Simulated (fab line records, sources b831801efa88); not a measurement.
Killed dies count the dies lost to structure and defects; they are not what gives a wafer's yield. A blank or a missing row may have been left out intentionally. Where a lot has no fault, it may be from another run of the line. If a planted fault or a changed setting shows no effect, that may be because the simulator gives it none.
Which tool was responsible? + flow gf180mcu + Sampling: 12 lots, 36 wafers, 5 of 602 route steps

## WHAT THE GAUGES SHOWED, per wafer
GF_M4_OVL_MEAS_15. Usual: M4_OVL gives -7 nm (standard deviation 5.5).
| lot  | measured     | on         | M4_OVL (nm) | flag |
|------|--------------|------------|-------------|------|
| L747 | day 23 16:27 | overlay-01 | 1 0 -5      |      |
| L748 | day 23 20:30 | overlay-02 | -8 -9 -14   |      |
| L751 | day 25 02:33 | overlay-02 | -6 -5 -7    |      |
| L752 | day 25 12:06 | overlay-02 | -1 -1 0     |      |
| L753 | day 25 16:01 | overlay-01 | 4 -13 -2    |      |
| L754 | day 25 21:31 | overlay-01 | -1 0 1      |      |
| L755 | day 26 04:33 | overlay-02 | -3 -8 -12   |      |
| L761 | day 28 19:40 | overlay-01 | -10 -3 -8   |      |
| L765 | day 29 12:04 | overlay-01 | -1 -8 1     |      |
| L768 | day 30 05:50 | overlay-01 | 4 -5 -1     |      |
| L769 | day 30 15:11 | overlay-01 | -7 -2 -11   |      |
| L770 | day 30 21:55 | overlay-01 | -10 -8 -10  |      |

GF_PASSIVATION_THK_MEAS_01. Usual: PASSIVATION_CVD_00_THK gives 999 nm (standard deviation 13).
| lot  | measured     | on            | PASSIVATION_CVD_00_THK (nm) | flag |
|------|--------------|---------------|-----------------------------|------|
| L747 | day 28 10:05 | film metro-02 | 1006 1011 1010              |      |
| L748 | day 28 14:40 | film metro-01 | 1003 986 1009               |      |
| L751 | day 29 15:43 | film metro-01 | 983 975 989                 |      |
| L752 | day 29 22:50 | film metro-01 | 982 993 1010                |      |
| L753 | day 30 02:31 | film metro-02 | 964 976 996                 |      |
| L754 | day 30 08:05 | film metro-01 | 1002 1016 997               |      |
| L755 | day 30 14:14 | film metro-04 | 985 1020 1008               |      |
| L761 | day 32 21:10 | film metro-02 | 1013 1034 717               | OFF  |
| L765 | day 33 10:57 | film metro-01 | 973 1009 722                | OFF  |
| L768 | day 34 03:22 | film metro-04 | 977 998 977                 |      |
| L769 | day 34 11:12 | film metro-04 | 1001 991 1001               |      |
| L770 | day 34 16:05 | film metro-04 | 1009 1001 990               |      |

## WHAT TOOL EACH LOT RAN ON (gives the tool, then ch and the chambers of the sampled wafers, and finally the start)
| lot  | GF_MIM_SPUTTER_04            | GF_V5_STRIP_18                       | GF_PASSIVATION_CVD_00           |
|------|------------------------------|--------------------------------------|---------------------------------|
| L747 | pvd sputter-02, day 24 18:37 | plasma asher-03 ch 0,1, day 27 12:01 | pecvd-02 ch 1,2, day 28 09:58   |
| L748 | pvd sputter-03, day 24 22:16 | plasma asher-02 ch 0,1, day 27 15:47 | pecvd-02 ch 0,1,2, day 28 14:35 |
| L751 | pvd sputter-02, day 26 03:23 | plasma asher-03 ch 0,1, day 28 17:20 | pecvd-01 ch 1,2, day 29 15:37   |
| L752 | pvd sputter-03, day 26 12:43 | plasma asher-04 ch 0,1, day 29 01:52 | pecvd-01 ch 0,1, day 29 22:44   |
| L753 | pvd sputter-04, day 26 15:49 | plasma asher-02 ch 0,1, day 29 05:20 | pecvd-01 ch 0,1, day 30 02:26   |
| L754 | pvd sputter-02, day 26 21:11 | plasma asher-04 ch 0,1, day 29 11:18 | pecvd-01 ch 0,1,2, day 30 08:01 |
| L755 | pvd sputter-04, day 27 04:11 | plasma asher-03 ch 0,1, day 29 17:16 | pecvd-01 ch 0,1, day 30 14:10   |
| L761 | pvd sputter-03, day 29 18:05 | plasma asher-04 ch 0,1, day 32 02:07 | pecvd-01 ch 0,1,2, day 32 21:06 |
| L765 | pvd sputter-03, day 30 09:49 | plasma asher-02 ch 0,1, day 32 16:14 | pecvd-01 ch 0,1,2, day 33 10:52 |
| L768 | pvd sputter-02, day 31 03:10 | plasma asher-03 ch 0,1, day 33 09:17 | pecvd-02 ch 0,1,2, day 34 03:17 |
| L769 | pvd sputter-02, day 31 12:04 | plasma asher-03 ch 0,1, day 33 17:47 | pecvd-02 ch 1,2, day 34 11:07   |
| L770 | pvd sputter-02, day 31 18:07 | plasma asher-03 ch 0,1, day 33 22:11 | pecvd-02 ch 0,1,2, day 34 16:01 |
- GF_MIM_SPUTTER_04: material TiN, target thk 50 nm, time 41.7 s.
- GF_V5_STRIP_18: strips in O2/N2.
- GF_PASSIVATION_CVD_00: deposits SiO2 from TEOS, target thk 1000 nm, time 111.95 s.

## AS READ BY THE TOOLS THEMSELVES (means over the sampled wafers that have a number; for cases with no such wafer, the mark the record gives instead)
GF_MIM_SPUTTER_04. Usual: 30.0 % for throttle valve pct, sd 1.3.
| lot  | tool           | throttle valve pct (%) | flag |
|------|----------------|------------------------|------|
| L747 | pvd sputter-02 | 29.4                   |      |
| L748 | pvd sputter-03 | 31.2                   |      |
| L751 | pvd sputter-02 | 29.3                   |      |
| L752 | pvd sputter-03 | 31.0                   |      |
| L753 | pvd sputter-04 | 29.7                   |      |
| L754 | pvd sputter-02 | 29.5                   |      |
| L755 | pvd sputter-04 | 28.0                   |      |
| L761 | pvd sputter-03 | 31.1                   |      |
| L765 | pvd sputter-03 | 31.7                   |      |
| L768 | pvd sputter-02 | 29.1                   |      |
| L769 | pvd sputter-02 | 29.2                   |      |
| L770 | pvd sputter-02 | 29.4                   |      |

GF_V5_STRIP_18. Usual: drypump motor current A 5.4 A, standard deviation 0.63; heater power w 345 W, standard deviation 35; n2 flow sccm 300.0 sccm, standard deviation 0.88; oes product au 0.570 a.u., standard deviation 0.0052.
| lot  | tool            | drypump motor current A (A) | heater power w (W) | n2 flow sccm (sccm) | oes product au (a.u.) | flag |
|------|-----------------|-----------------------------|--------------------|---------------------|-----------------------|------|
| L747 | plasma asher-03 | 4.8                         | 380                | 299.8               | 0.571                 |      |
| L748 | plasma asher-02 | 6.4                         | 339                | 300.0               | 0.568                 |      |
| L751 | plasma asher-03 | 4.8                         | 386                | 299.9               | 0.568                 |      |
| L752 | plasma asher-04 | 5.2                         | 305                | 299.9               | 0.570                 |      |
| L753 | plasma asher-02 | 6.3                         | 326                | 299.6               | 0.561                 |      |
| L754 | plasma asher-04 | 5.3                         | 301                | 299.7               | 0.570                 |      |
| L755 | plasma asher-03 | 4.8                         | 378                | 300.0               | 0.570                 |      |
| L761 | plasma asher-04 | 5.3                         | 318                | 300.0               | 0.569                 |      |
| L765 | plasma asher-02 | 6.3                         | 327                | 300.0               | 0.566                 |      |
| L768 | plasma asher-03 | 4.8                         | 376                | 299.9               | 0.570                 |      |
| L769 | plasma asher-03 | 4.8                         | 376                | 300.3               | 0.572                 |      |
| L770 | plasma asher-03 | 4.8                         | 385                | 300.8               | 0.571                 |      |

GF_PASSIVATION_CVD_00. Usual: heater power outer w 339 W, standard deviation 59; heater power w 604 W, standard deviation 94; susceptor temp C 399.99 C, standard deviation 0.23.
| lot  | tool     | heater power outer w (W) | heater power w (W) | susceptor temp C (C) | flag |
|------|----------|--------------------------|--------------------|----------------------|------|
| L747 | pecvd-02 | 293                      | 551                | 400.03               |      |
| L748 | pecvd-02 | 337                      | 605                | 399.91               |      |
| L751 | pecvd-01 | 330                      | 631                | 399.78               |      |
| L752 | pecvd-01 | 312                      | 519                | 400.18               |      |
| L753 | pecvd-01 | 335                      | 531                | 400.08               |      |
| L754 | pecvd-01 | 355                      | 607                | 400.05               |      |
| L755 | pecvd-01 | 326                      | 558                | 400.10               |      |
| L761 | pecvd-01 | 331                      | 585                | 399.85               |      |
| L765 | pecvd-01 | 302                      | 540                | 399.87               |      |
| L768 | pecvd-02 | 360                      | 644                | 399.92               |      |
| L769 | pecvd-02 | 310                      | 577                | 400.31               |      |
| L770 | pecvd-02 | 382                      | 674                | 400.06               |      |

## THE ANSWER, worked out from the rows above alone
Rule: a lot counts as off when the mean over its wafers that have a number is more than 3 standard deviations away from the usual mean. A lot without any number at a reading at which 4 lots or more have one is off too. All remaining lots with rows at the step are treated as sound. After the gauges, taken in route order, come the tools' own readings; for these a lot's mean is taken, as printed above. The first step at which some lot is off is used, and at that step the reading that is off furthest; a lot without a number counts as furthest.
Off: L761, L765, seen at GF_PASSIVATION_THK_MEAS_01 (PASSIVATION_CVD_00_THK).
If a tool, at a process step before that reading, ran all the lots that are off and no sound lot after the first of them, it fits. The gauges at GF_PASSIVATION_THK_MEAS_01 are tried like those tools. Can't be told from this: 2 tools fit, pvd sputter-03 at GF_MIM_SPUTTER_04, pecvd-01 at GF_PASSIVATION_CVD_00.

## WHAT WAS PUT IN BY THE SIMULATOR
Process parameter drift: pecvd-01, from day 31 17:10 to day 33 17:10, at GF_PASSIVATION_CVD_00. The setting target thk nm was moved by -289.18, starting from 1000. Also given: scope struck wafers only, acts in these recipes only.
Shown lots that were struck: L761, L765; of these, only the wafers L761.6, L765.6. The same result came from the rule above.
